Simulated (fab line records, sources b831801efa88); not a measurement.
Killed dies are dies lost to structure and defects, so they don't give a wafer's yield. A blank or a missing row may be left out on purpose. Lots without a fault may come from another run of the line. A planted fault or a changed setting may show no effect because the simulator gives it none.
Which tool did it? | flow sky130 | 24 lots, 72 wafers sampled, at 6 steps of a route of 708

WHAT THE GAUGES READ, wafer by wafer
The record holds no reading of a measuring or inspecting step that can be judged against a usual standard deviation.

WHICH TOOL RAN EACH LOT (tool, then ch and the chambers of the sampled wafers, then the start)
lot  | SKY_METAL3_SPUTTER_04        | SKY_VIA3_CMP_02               | SKY_VIA4_CVD_18               | SKY_METAL5_SPUTTER_03        | SKY_METAL5_STRIP_16                  | SKY_PASSIVATION_CVD_00
L075 | pvd_sputter-04, day 36 07:35 | cmp-01 ch 2,3, day 38 12:35   | cvd_w-02 ch 0,1, day 42 16:19 | pvd_sputter-01, day 42 17:02 | plasma_asher-03 ch 0,1, day 43 15:44 | pecvd-03 ch 0,1,2, day 43 16:26
L074 | pvd_sputter-03, day 36 08:18 | cmp-02 ch 0,1, day 38 14:05   | cvd_w-02 ch 0,1, day 42 18:07 | pvd_sputter-03, day 42 18:51 | plasma_asher-03 ch 0,1, day 43 17:59 | pecvd-01 ch 0, day 43 18:40
L076 | pvd_sputter-04, day 36 17:32 | cmp-02 ch 0,1,3, day 38 22:17 | cvd_w-01 ch 0,1, day 43 01:56 | pvd_sputter-01, day 43 02:37 | plasma_asher-03 ch 0,1, day 44 01:55 | pecvd-01 ch 0,1, day 44 02:38
L077 | pvd_sputter-02, day 36 21:45 | cmp-01 ch 0,2, day 39 02:17   | cvd_w-01 ch 0,1, day 43 05:28 | pvd_sputter-03, day 43 06:09 | plasma_asher-02 ch 0,1, day 44 05:22 | pecvd-03 ch 0,2, day 44 05:58
L078 | pvd_sputter-03, day 37 03:15 | cmp-02 ch 0,2,3, day 39 08:08 | cvd_w-02 ch 1, day 43 11:53   | pvd_sputter-03, day 43 12:46 | plasma_asher-03 ch 0,1, day 44 11:56 | pecvd-03 ch 0,1,2, day 44 12:32
L079 | pvd_sputter-04, day 37 15:18 | cmp-02 ch 1,2, day 39 19:22   | cvd_w-02 ch 0,1, day 43 22:19 | pvd_sputter-01, day 43 23:02 | plasma_asher-02 ch 0,1, day 44 21:33 | pecvd-03 ch 1,2, day 44 22:08
L080 | pvd_sputter-03, day 37 22:24 | cmp-02 ch 1,3, day 40 01:41   | cvd_w-02 ch 0,1, day 44 03:25 | pvd_sputter-03, day 44 04:05 | plasma_asher-02 ch 0,1, day 45 02:37 | pecvd-01 ch 0,1, day 45 03:16
L081 | pvd_sputter-03, day 38 20:08 | cmp-02 ch 0,2,3, day 41 00:10 | cvd_w-01 ch 0, day 45 01:02   | pvd_sputter-01, day 45 01:55 | plasma_asher-04 ch 1, day 45 23:32   | pecvd-03 ch 0,1, day 46 00:08
L082 | pvd_sputter-04, day 39 00:56 | cmp-02 ch 0,1,3, day 41 03:10 | cvd_w-01 ch 0, day 45 03:08   | pvd_sputter-02, day 45 03:58 | plasma_asher-03 ch 0,1, day 46 01:17 | pecvd-01 ch 0,1, day 46 01:57
L083 | pvd_sputter-04, day 39 01:32 | cmp-01 ch 0,1,3, day 41 04:19 | cvd_w-02 ch 0, day 45 04:07   | pvd_sputter-03, day 45 04:56 | plasma_asher-03 ch 0,1, day 46 02:02 | pecvd-01 ch 1,2, day 46 03:07
L084 | pvd_sputter-04, day 39 10:37 | cmp-01 ch 1,2, day 41 14:11   | cvd_w-01 ch 0,1, day 45 12:41 | pvd_sputter-03, day 45 13:25 | plasma_asher-02 ch 0,1, day 46 10:14 | pecvd-04 ch 0,1,2, day 46 10:50
L085 | pvd_sputter-04, day 39 13:53 | cmp-01 ch 0,3, day 41 16:04   | cvd_w-02 ch 0,1, day 45 15:02 | pvd_sputter-03, day 45 15:43 | plasma_asher-03 ch 0,1, day 46 12:16 | pecvd-01 ch 1,2, day 46 12:50
L087 | pvd_sputter-02, day 40 16:00 | cmp-01 ch 0,1, day 42 15:58   | cvd_w-01 ch 0,1, day 46 12:05 | pvd_sputter-01, day 46 12:56 | plasma_asher-02 ch 0,1, day 47 08:23 | pecvd-04 ch 2, day 47 08:59
L086 | pvd_sputter-04, day 40 17:37 | cmp-02 ch 0,3, day 42 17:32   | cvd_w-02 ch 0,1, day 46 13:47 | pvd_sputter-03, day 46 14:31 | plasma_asher-03 ch 0,1, day 47 10:05 | pecvd-03 ch 1,2, day 47 10:41
L088 | pvd_sputter-03, day 40 19:57 | cmp-02 ch 0,1,3, day 42 19:31 | cvd_w-02 ch 0,1, day 46 15:07 | pvd_sputter-01, day 46 15:52 | plasma_asher-04 ch 0,1, day 47 11:29 | pecvd-03 ch 0,1,2, day 47 12:05
L089 | pvd_sputter-03, day 41 06:22 | cmp-01 ch 0,1, day 43 06:24   | cvd_w-01 ch 0,1, day 47 01:52 | pvd_sputter-02, day 47 02:36 | plasma_asher-03 ch 0,1, day 47 22:45 | pecvd-01 ch 1,2, day 47 23:20
L092 | pvd_sputter-03, day 41 08:44 | cmp-01 ch 1,2, day 43 08:56   | cvd_w-02 ch 0,1, day 47 03:23 | pvd_sputter-02, day 47 04:07 | plasma_asher-03 ch 0,1, day 48 00:38 | pecvd-01 ch 0,1,2, day 48 01:14
L090 | pvd_sputter-02, day 41 10:58 | cmp-01 ch 0,1,3, day 43 10:40 | cvd_w-02 ch 0, day 47 05:19   | pvd_sputter-03, day 47 06:06 | plasma_asher-03 ch 0,1, day 48 01:47 | pecvd-04 ch 1,2, day 48 02:25
L091 | pvd_sputter-04, day 41 12:29 | cmp-02 ch 2,3, day 43 12:46   | cvd_w-02 ch 1, day 47 07:11   | pvd_sputter-01, day 47 07:55 | plasma_asher-04 ch 0, day 48 03:20   | pecvd-03 ch 0,1,2, day 48 03:56
L093 | pvd_sputter-03, day 41 16:07 | cmp-01 ch 1,2,3, day 43 15:16 | cvd_w-02 ch 0,1, day 47 08:35 | pvd_sputter-01, day 47 09:19 | plasma_asher-04 ch 0,1, day 48 04:33 | pecvd-01 ch 0,2, day 48 05:08
L094 | pvd_sputter-03, day 41 22:05 | cmp-02 ch 0,1, day 43 21:34   | cvd_w-01 ch 0,1, day 47 12:43 | pvd_sputter-02, day 47 13:27 | plasma_asher-03 ch 0,1, day 48 08:48 | pecvd-04 ch 0,1, day 48 09:23
L095 | pvd_sputter-04, day 42 06:03 | cmp-02 ch 0,1,2, day 44 05:41 | cvd_w-01 ch 0,1, day 47 21:08 | pvd_sputter-01, day 47 21:57 | plasma_asher-03 ch 0,1, day 48 16:17 | pecvd-03 ch 0,1,2, day 48 16:53
L096 | pvd_sputter-04, day 42 15:00 | cmp-01 ch 1,2,3, day 44 13:29 | cvd_w-01 ch 0,1, day 48 03:56 | pvd_sputter-03, day 48 04:40 | plasma_asher-02 ch 0,1, day 48 23:21 | pecvd-03 ch 0,1, day 48 23:56
L097 | pvd_sputter-04, day 42 21:30 | cmp-02 ch 2,3, day 44 22:17   | cvd_w-01 ch 0,1, day 48 09:35 | pvd_sputter-03, day 48 10:19 | plasma_asher-02 ch 0,1, day 49 04:50 | pecvd-04 ch 1,2, day 49 05:26
- SKY_METAL3_SPUTTER_04: material TiN, target thk 70 nm, time 58.3 s.
- SKY_VIA3_CMP_02: polishes SiO2.
- SKY_VIA4_CVD_18: deposits W, target thk 505 nm, time 152.14 s.
- SKY_METAL5_SPUTTER_03: material Ti, target thk 5 nm, time 3.3 s.
- SKY_METAL5_STRIP_16: strips in O2/N2.
- SKY_PASSIVATION_CVD_00: deposits SiO2, target thk 90 nm.

WHAT THE TOOLS THEMSELVES READ (means of the sampled wafers that have a number; where no wafer has one, the mark that the record gives instead)
SKY_METAL3_SPUTTER_04. Usual: throttle_valve_pct 30.4 %, standard deviation 1.4.
lot  | tool           | throttle_valve_pct (%) | flag
L075 | pvd_sputter-04 | 31.3                   |
L074 | pvd_sputter-03 | 28.0                   |
L076 | pvd_sputter-04 | 30.7                   |
L077 | pvd_sputter-02 | 29.6                   |
L078 | pvd_sputter-03 | 30.7                   |
L079 | pvd_sputter-04 | 31.2                   |
L080 | pvd_sputter-03 | 28.4                   |
L081 | pvd_sputter-03 | 29.9                   |
L082 | pvd_sputter-04 | 30.3                   |
L083 | pvd_sputter-04 | 30.5                   |
L084 | pvd_sputter-04 | 31.0                   |
L085 | pvd_sputter-04 | 31.6                   |
L087 | pvd_sputter-02 | 30.0                   |
L086 | pvd_sputter-04 | 31.4                   |
L088 | pvd_sputter-03 | 31.5                   |
L089 | pvd_sputter-03 | 30.2                   |
L092 | pvd_sputter-03 | 29.6                   |
L090 | pvd_sputter-02 | 30.2                   |
L091 | pvd_sputter-04 | 30.4                   |
L093 | pvd_sputter-03 | 28.3                   |
L094 | pvd_sputter-03 | 29.7                   |
L095 | pvd_sputter-04 | 31.0                   |
L096 | pvd_sputter-04 | 30.7                   |
L097 | pvd_sputter-04 | 30.3                   |

SKY_VIA3_CMP_02. Usual: motor_current_A 12.7 A, standard deviation 1.
lot  | tool   | motor_current_A (A) | flag
L075 | cmp-01 | 12.2                |
L074 | cmp-02 | 11.4                |
L076 | cmp-02 | 12.2                |
L077 | cmp-01 | 12.8                |
L078 | cmp-02 | 12.6                |
L079 | cmp-02 | 12.2                |
L080 | cmp-02 | 13.1                |
L081 | cmp-02 | 12.3                |
L082 | cmp-02 | 11.8                |
L083 | cmp-01 | 13.2                |
L084 | cmp-01 | 13.4                |
L085 | cmp-01 | 13.2                |
L087 | cmp-01 | 13.7                |
L086 | cmp-02 | 12.9                |
L088 | cmp-02 | 12.3                |
L089 | cmp-01 | 13.4                |
L092 | cmp-01 | 12.6                |
L090 | cmp-01 | 13.9                |
L091 | cmp-02 | 13.3                |
L093 | cmp-01 | 12.9                |
L094 | cmp-02 | 11.1                |
L095 | cmp-02 | 11.9                |
L096 | cmp-01 | 13.1                |
L097 | cmp-02 | 13.5                |

SKY_VIA4_CVD_18. Usual: heater_power_outer_w 528 W, standard deviation 34; heater_power_w 885 W, standard deviation 35.
lot  | tool     | heater_power_outer_w (W) | heater_power_w (W) | flag
L075 | cvd_w-02 | 505                      | 878                |
L074 | cvd_w-02 | 516                      | 891                |
L076 | cvd_w-01 | 575                      | 914                |
L077 | cvd_w-01 | 581                      | 904                |
L078 | cvd_w-02 | 520                      | 896                |
L079 | cvd_w-02 | 515                      | 887                |
L080 | cvd_w-02 | 499                      | 896                |
L081 | cvd_w-01 | 516                      | 846                |
L082 | cvd_w-01 | 520                      | 860                |
L083 | cvd_w-02 | 493                      | 874                |
L084 | cvd_w-01 | 567                      | 889                |
L085 | cvd_w-02 | 502                      | 892                |
L087 | cvd_w-01 | 544                      | 882                |
L086 | cvd_w-02 | 501                      | 885                |
L088 | cvd_w-02 | 505                      | 897                |
L089 | cvd_w-01 | 546                      | 863                |
L092 | cvd_w-02 | 512                      | 891                |
L090 | cvd_w-02 | 498                      | 861                |
L091 | cvd_w-02 | 509                      | 896                |
L093 | cvd_w-02 | 509                      | 888                |
L094 | cvd_w-01 | 549                      | 881                |
L095 | cvd_w-01 | 579                      | 903                |
L096 | cvd_w-01 | 539                      | 880                |
L097 | cvd_w-01 | 571                      | 899                |

SKY_METAL5_SPUTTER_03. Usual: throttle_valve_pct 30.4 %, standard deviation 1.6.
lot  | tool           | throttle_valve_pct (%) | flag
L075 | pvd_sputter-01 | 30.9                   |
L074 | pvd_sputter-03 | 30.8                   |
L076 | pvd_sputter-01 | 31.4                   |
L077 | pvd_sputter-03 | 29.3                   |
L078 | pvd_sputter-03 | 30.6                   |
L079 | pvd_sputter-01 | 32.1                   |
L080 | pvd_sputter-03 | 30.7                   |
L081 | pvd_sputter-01 | 31.0                   |
L082 | pvd_sputter-02 | 30.3                   |
L083 | pvd_sputter-03 | 30.0                   |
L084 | pvd_sputter-03 | 31.4                   |
L085 | pvd_sputter-03 | 28.3                   |
L087 | pvd_sputter-01 | 30.2                   |
L086 | pvd_sputter-03 | 30.9                   |
L088 | pvd_sputter-01 | 31.8                   |
L089 | pvd_sputter-02 | 29.0                   |
L092 | pvd_sputter-02 | 30.0                   |
L090 | pvd_sputter-03 | 30.0                   |
L091 | pvd_sputter-01 | 30.2                   |
L093 | pvd_sputter-01 | 31.9                   |
L094 | pvd_sputter-02 | 30.2                   |
L095 | pvd_sputter-01 | 31.4                   |
L096 | pvd_sputter-03 | 30.3                   |
L097 | pvd_sputter-03 | 30.4                   |

SKY_METAL5_STRIP_16. Usual: drypump_motor_current_A 6.0 A, standard deviation 0.36; oes_product_au 0.711 a.u., standard deviation 0.0047; strip_time_to_endpoint_s 12.97 s, standard deviation 0.099.
lot  | tool            | drypump_motor_current_A (A) | oes_product_au (a.u.) | strip_time_to_endpoint_s (s) | flag
L075 | plasma_asher-03 | 6.1                         | 0.710                 | 13.02                        |
L074 | plasma_asher-03 | 6.1                         | 0.706                 | 12.82                        |
L076 | plasma_asher-03 | 6.3                         | 0.713                 | 13.19                        |
L077 | plasma_asher-02 | 5.7                         | 0.708                 | 12.97                        |
L078 | plasma_asher-03 | 6.2                         | 0.709                 | 12.93                        |
L079 | plasma_asher-02 | 5.7                         | 0.710                 | 12.98                        |
L080 | plasma_asher-02 | 5.7                         | 0.712                 | 12.97                        |
L081 | plasma_asher-04 | 5.9                         | 0.710                 | 13.00                        |
L082 | plasma_asher-03 | 6.3                         | 0.712                 | 12.81                        |
L083 | plasma_asher-03 | 6.1                         | 0.709                 | 13.04                        |
L084 | plasma_asher-02 | 5.7                         | 0.713                 | 12.95                        |
L085 | plasma_asher-03 | 6.3                         | 0.712                 | 12.97                        |
L087 | plasma_asher-02 | 5.7                         | 0.710                 | 13.06                        |
L086 | plasma_asher-03 | 6.1                         | 0.707                 | 13.04                        |
L088 | plasma_asher-04 | 5.4                         | 0.713                 | 13.08                        |
L089 | plasma_asher-03 | 6.1                         | 0.709                 | 12.90                        |
L092 | plasma_asher-03 | 6.2                         | 0.709                 | 12.97                        |
L090 | plasma_asher-03 | 6.2                         | 0.711                 | 12.96                        |
L091 | plasma_asher-04 | 5.3                         | 0.712                 | 13.02                        |
L093 | plasma_asher-04 | 5.4                         | 0.717                 | 12.96                        |
L094 | plasma_asher-03 | 6.3                         | 0.713                 | 13.07                        |
L095 | plasma_asher-03 | 6.3                         | 0.714                 | 12.89                        |
L096 | plasma_asher-02 | 5.7                         | 0.710                 | 13.09                        |
L097 | plasma_asher-02 | 5.7                         | 0.704                 | 12.86                        |

SKY_PASSIVATION_CVD_00. Usual: heater_power_outer_w 318 W, standard deviation 60; heater_power_w 572 W, standard deviation 77.
lot  | tool     | heater_power_outer_w (W) | heater_power_w (W) | flag
L075 | pecvd-03 | 332                      | 576                |
L074 | pecvd-01 | 310                      | 606                |
L076 | pecvd-01 | 323                      | 604                |
L077 | pecvd-03 | 288                      | 533                |
L078 | pecvd-03 | 358                      | 612                |
L079 | pecvd-03 | 401                      | 671                |
L080 | pecvd-01 | 372                      | 642                |
L081 | pecvd-03 | 248                      | 490                |
L082 | pecvd-01 | 311                      | 551                |
L083 | pecvd-01 | 346                      | 598                |
L084 | pecvd-04 | 293                      | 528                |
L085 | pecvd-01 | 352                      | 605                |
L087 | pecvd-04 | 289                      | 498                |
L086 | pecvd-03 | 387                      | 663                |
L088 | pecvd-03 | 333                      | 581                |
L089 | pecvd-01 | 352                      | 633                |
L092 | pecvd-01 | 330                      | 605                |
L090 | pecvd-04 | 269                      | 474                |
L091 | pecvd-03 | 315                      | 566                |
L093 | pecvd-01 | 376                      | 663                |
L094 | pecvd-04 | 265                      | 497                |
L095 | pecvd-03 | 340                      | 596                |
L096 | pecvd-03 | 286                      | 519                |
L097 | pecvd-04 | 274                      | 497                |

THE ANSWER, worked out from the rows above alone
Rule: a lot is off if the mean of its wafers that have a number lies more than 3 standard deviations from the usual mean. A lot without any number at a reading at which 4 lots or more have one is off too. The other lots that the step has rows for count as sound. The gauges are gone through in route order, then the tools' own readings, and for those a lot's mean is taken as printed above. The first step at which some lot is off is used, and at that step the reading that is off furthest; a lot without a number counts as furthest.
No lot is off at any reading shown: from this, nothing can be told.

WHAT THE SIMULATOR HAD PUT IN
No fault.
